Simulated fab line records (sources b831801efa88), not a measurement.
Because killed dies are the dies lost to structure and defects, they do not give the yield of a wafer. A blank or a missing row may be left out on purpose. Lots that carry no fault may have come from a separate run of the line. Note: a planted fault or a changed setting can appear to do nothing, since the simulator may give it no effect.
A struck lot beside a sound one || flow sky130 || 20 steps out of a route of 708
Sound: these wafers, L107.1, L107.2, L107.4. The struck wafers were L115.1, L115.4, L115.6. The cause comes at the end.
Each step with rows lists, per side, the tool, then ch with its chambers, then its first start. Under that, the readings that differ: sound wafers || struck wafers || difference of the means || sigmas: that difference in standard deviations of wafers without a fault.
alike: readings whose means differ by less than 2 such deviations, and words and numbers that are the same on both sides. not compared: withheld readings, readings that some wafer has no value for, bounds like >300 that may hide the same value, and numbers for which the record gives no deviation and whose values overlap.
A row with sigmas, a row that says differs or no value, or rows on one side alone: a step with any of these is where the two part. Numbers that don't overlap but have no deviation are shown without sigmas and don't part them. Lack of a reading on every wafer of one side parts them only where that side has two or more wafers.

SKY_POLY_GATE_THK_MEAS_21:
  sound: film_metro-02 at day 19 01:25; struck: film_metro-04 at day 21 15:38
{"reading": "POLY_GATE_OXIDATION_THK (nm)", "sound": "3.82 3.89 3.81", "struck": "4.12 4.11 4.02", "difference": "+0.24", "sigmas": "+3"}
SKY_POLY_GATE_CD_MEAS_22:
  sound: cd_sem-01 at day 19 01:32; struck: cd_sem-01 at day 21 15:49
  alike: cd_nm
then, 7 steps without rows for these wafers: SKY_LDD_N_DEHYDRATE_00 (time 60 s); SKY_LDD_N_HMDS_01 (prime time 60 s); SKY_LDD_N_COAT_02 (resist thk 300 nm); SKY_LDD_N_SOFTBAKE_03 (time 60 s); SKY_LDD_N_EXPOSE_04 (exposes mask NTM, target cd 840 nm); SKY_LDD_N_PEB_05; SKY_LDD_N_DEVELOP_06 (develop time 60 s).
SKY_LDD_N_OVL_MEAS_07:
  sound: overlay-02 at day 20 07:54; struck: overlay-01 at day 22 22:28
  alike: LDD_N_OVL
then, 2 steps without rows for these wafers: SKY_LDD_N_IMPLANT_08; SKY_LDD_N_IMPLANT_09.
SKY_LDD_N_IMPLANT_10:
  sound on implanter-03 ch 0, day 20 08:14; struck on implanter-03, day 22 22:48
  no value came back on the struck wafers for beam_energy_keV, beam_on_s (s), end_station_pressure_torr (Torr); on the sound wafers beam_energy_keV reads 20.007 20.002 20.003
then, 5 steps without rows for these wafers: SKY_LDD_N_IMPLANT_11; SKY_LDD_N_IMPLANT_12; SKY_LDD_N_IMPLANT_13; SKY_LDD_N_IMPLANT_14; SKY_LDD_N_IMPLANT_15.
SKY_LDD_N_STRIP_16: strips in O2/N2.
  sound on plasma_asher-01 ch 0,1, day 20 09:08; struck on plasma_asher-01 ch 0,1, day 22 23:42
{"reading": "strip_time_to_endpoint_s (s)", "sound": "4.306 4.288 4.303", "struck": "4.116 4.113 4.134", "difference": -0.178, "sigmas": -13}
  alike: chamber_pressure_mTorr, drypump_motor_current_A, oes_product_au
  not compared: rf_hours_counter_h
SKY_LDD_N_TW_MEAS_17:
  sound: film_metro-02 at day 20 09:14; struck: film_metro-03 at day 22 23:48
{"reading": "LDD_N_TW", "sound": "2652 2645 2652", "struck": "2427 2427 2430", "difference": -222, "sigmas": -8}

WHERE THEY PART
Earliest at SKY_POLY_GATE_THK_MEAS_21; latest, in this record, at SKY_LDD_N_TW_MEAS_17.

WHY: what the simulator had put in
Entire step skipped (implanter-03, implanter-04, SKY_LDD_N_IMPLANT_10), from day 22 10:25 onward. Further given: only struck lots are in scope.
